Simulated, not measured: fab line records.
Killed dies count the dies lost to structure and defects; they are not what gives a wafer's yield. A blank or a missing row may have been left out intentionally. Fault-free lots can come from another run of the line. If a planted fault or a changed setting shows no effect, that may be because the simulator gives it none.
What tool caused it? :: flow sky130 :: 13 lots, 39 wafers sampled, at 3 steps of a route of 708

== WHAT EACH GAUGE READ, for each wafer ==
SKY_CONTACT_BOW_MEAS_05. Usual: CONTACT_BOW gives 82 um (standard deviation 6.4).
lot: L127
measured: day 30 12:02
on: film_metro-04
CONTACT_BOW (um): 83 89 91
flag: 

lot: L128
measured: day 30 20:45
on: film_metro-01
CONTACT_BOW (um): 95 76 88
flag: 

lot: L130
measured: day 31 18:10
on: film_metro-04
CONTACT_BOW (um): 81 67 77
flag: 

lot: L134
measured: day 32 19:14
on: film_metro-02
CONTACT_BOW (um): 79 88 89
flag: 

lot: L135
measured: day 33 05:25
on: film_metro-01
CONTACT_BOW (um): 90 91 86
flag: 

lot: L136
measured: day 33 11:59
on: film_metro-04
CONTACT_BOW (um): 80 69 85
flag: 

lot: L137
measured: day 33 18:44
on: film_metro-04
CONTACT_BOW (um): 69 89 78
flag: 

lot: L138
measured: day 34 00:27
on: film_metro-04
CONTACT_BOW (um): 87 89 70
flag: 

lot: L139
measured: day 34 05:48
on: film_metro-04
CONTACT_BOW (um): 86 69 88
flag: 

lot: L140
measured: day 36 01:32
on: film_metro-01
CONTACT_BOW (um): 83 101 87
flag: 

lot: L145
measured: day 36 06:34
on: film_metro-02
CONTACT_BOW (um): 82 71 83
flag: 

lot: L146
measured: day 36 11:06
on: film_metro-01
CONTACT_BOW (um): 72 87 81
flag: 

lot: L147
measured: day 36 17:07
on: film_metro-01
CONTACT_BOW (um): 82 89 87
flag: 

SKY_CONTACT_THK_MEAS_26: measures by xrf. Usual: CONTACT_W_THK gives 350 nm (standard deviation 5.2).
lot: L127
measured: day 31 17:20
on: film_metro-01
CONTACT_W_THK (nm): 350 348 345
flag: 

lot: L128
measured: day 32 01:58
on: film_metro-01
CONTACT_W_THK (nm): 351 350 351
flag: 

lot: L130
measured: day 32 21:44
on: film_metro-04
CONTACT_W_THK (nm): 352 352 352
flag: 

lot: L134
measured: day 33 23:02
on: film_metro-02
CONTACT_W_THK (nm): 347 347 355
flag: 

lot: L135
measured: day 34 09:48
on: film_metro-02
CONTACT_W_THK (nm): 341 345 342
flag: 

lot: L136
measured: day 34 15:33
on: film_metro-04
CONTACT_W_THK (nm): 358 350 360
flag: 

lot: L137
measured: day 34 21:57
on: film_metro-02
CONTACT_W_THK (nm): 342 349 345
flag: 

lot: L138
measured: day 35 04:04
on: film_metro-04
CONTACT_W_THK (nm): 349 346 355
flag: 

lot: L139
measured: day 35 09:41
on: film_metro-04
CONTACT_W_THK (nm): 345 346 349
flag: 

lot: L140
measured: day 37 05:19
on: film_metro-01
CONTACT_W_THK (nm): 357 358 351
flag: 

lot: L145
measured: day 37 09:17
on: film_metro-02
CONTACT_W_THK (nm): 358 352 349
flag: 

lot: L146
measured: day 37 14:10
on: film_metro-04
CONTACT_W_THK (nm): 346 356 349
flag: 

lot: L147
measured: day 37 19:56
on: film_metro-02
CONTACT_W_THK (nm): 351 353 360
flag: 

== EACH LOT AND THE TOOL THAT RAN IT (in order: tool; ch and the chambers of the sampled wafers; start) ==
lot: L127
SKY_CONTACT_SPUTTER_23: pvd_sputter-02, day 31 17:02

lot: L128
SKY_CONTACT_SPUTTER_23: pvd_sputter-02, day 32 01:40

lot: L130
SKY_CONTACT_SPUTTER_23: pvd_sputter-03, day 32 21:26

lot: L134
SKY_CONTACT_SPUTTER_23: pvd_sputter-02, day 33 22:44

lot: L135
SKY_CONTACT_SPUTTER_23: pvd_sputter-03, day 34 09:29

lot: L136
SKY_CONTACT_SPUTTER_23: pvd_sputter-01, day 34 15:14

lot: L137
SKY_CONTACT_SPUTTER_23: pvd_sputter-01, day 34 21:38

lot: L138
SKY_CONTACT_SPUTTER_23: pvd_sputter-02, day 35 03:46

lot: L139
SKY_CONTACT_SPUTTER_23: pvd_sputter-02, day 35 09:24

lot: L140
SKY_CONTACT_SPUTTER_23: pvd_sputter-02, day 37 05:02

lot: L145
SKY_CONTACT_SPUTTER_23: pvd_sputter-01, day 37 08:58

lot: L146
SKY_CONTACT_SPUTTER_23: pvd_sputter-03, day 37 13:53

lot: L147
SKY_CONTACT_SPUTTER_23: pvd_sputter-02, day 37 19:37
- SKY_CONTACT_SPUTTER_23: material TiN, target thk 20 nm, time 80 s.

== AS READ BY THE TOOLS THEMSELVES (means over the sampled wafers that have a number; for cases with no such wafer, the mark the record gives instead) ==
SKY_CONTACT_SPUTTER_23. Usual: cathode_dc_power_W 4000.0 W, standard deviation 0.76; chamber_pressure_pa 5.000 Pa, standard deviation 0.01; throttle_valve_pct 29.8 %, standard deviation 0.81.
lot: L127
tool: pvd_sputter-02
cathode_dc_power_W (W): 3999.4
chamber_pressure_pa (Pa): 5.006
throttle_valve_pct (%): 30.6
flag: 

lot: L128
tool: pvd_sputter-02
cathode_dc_power_W (W): 4000.0
chamber_pressure_pa (Pa): 5.005
throttle_valve_pct (%): 30.7
flag: 

lot: L130
tool: pvd_sputter-03
cathode_dc_power_W (W): 4000.0
chamber_pressure_pa (Pa): 5.006
throttle_valve_pct (%): 29.2
flag: 

lot: L134
tool: pvd_sputter-02
cathode_dc_power_W (W): 4000.1
chamber_pressure_pa (Pa): 5.017
throttle_valve_pct (%): 29.7
flag: 

lot: L135
tool: pvd_sputter-03
cathode_dc_power_W (W): 4000.2
chamber_pressure_pa (Pa): 5.005
throttle_valve_pct (%): 28.9
flag: 

lot: L136
tool: pvd_sputter-01
cathode_dc_power_W (W): 3999.7
chamber_pressure_pa (Pa): 4.996
throttle_valve_pct (%): 28.7
flag: 

lot: L137
tool: pvd_sputter-01
cathode_dc_power_W (W): 3999.9
chamber_pressure_pa (Pa): 5.003
throttle_valve_pct (%): 29.3
flag: 

lot: L138
tool: pvd_sputter-02
cathode_dc_power_W (W): 4000.2
chamber_pressure_pa (Pa): 4.988
throttle_valve_pct (%): 30.5
flag: 

lot: L139
tool: pvd_sputter-02
cathode_dc_power_W (W): 4000.0
chamber_pressure_pa (Pa): 5.002
throttle_valve_pct (%): 30.2
flag: 

lot: L140
tool: pvd_sputter-02
cathode_dc_power_W (W): 4000.5
chamber_pressure_pa (Pa): 4.993
throttle_valve_pct (%): 29.7
flag: 

lot: L145
tool: pvd_sputter-01
cathode_dc_power_W (W): 4000.3
chamber_pressure_pa (Pa): 5.009
throttle_valve_pct (%): 29.3
flag: 

lot: L146
tool: pvd_sputter-03
cathode_dc_power_W (W): 4000.0
chamber_pressure_pa (Pa): 5.001
throttle_valve_pct (%): 29.5
flag: 

lot: L147
tool: pvd_sputter-02
cathode_dc_power_W (W): 4000.0
chamber_pressure_pa (Pa): 5.001
throttle_valve_pct (%): 30.3
flag: 

== THE ANSWER, worked out from the rows above alone ==
Rule: a lot is off if the mean of its wafers that have a number lies more than 3 standard deviations from the usual mean. A lot without any number at a reading at which 4 lots or more have one is off too. Any other lot the step has rows for is counted as sound. Order of review: gauges by route order, followed by the tools' own readings, for which a lot's mean as printed above is used. The first step at which some lot is off is used, and at that step the reading that is off furthest; a lot without a number counts as furthest.
No lot is off on any of the readings shown, so nothing can be concluded from this.

== WHAT WAS PUT IN BY THE SIMULATOR ==
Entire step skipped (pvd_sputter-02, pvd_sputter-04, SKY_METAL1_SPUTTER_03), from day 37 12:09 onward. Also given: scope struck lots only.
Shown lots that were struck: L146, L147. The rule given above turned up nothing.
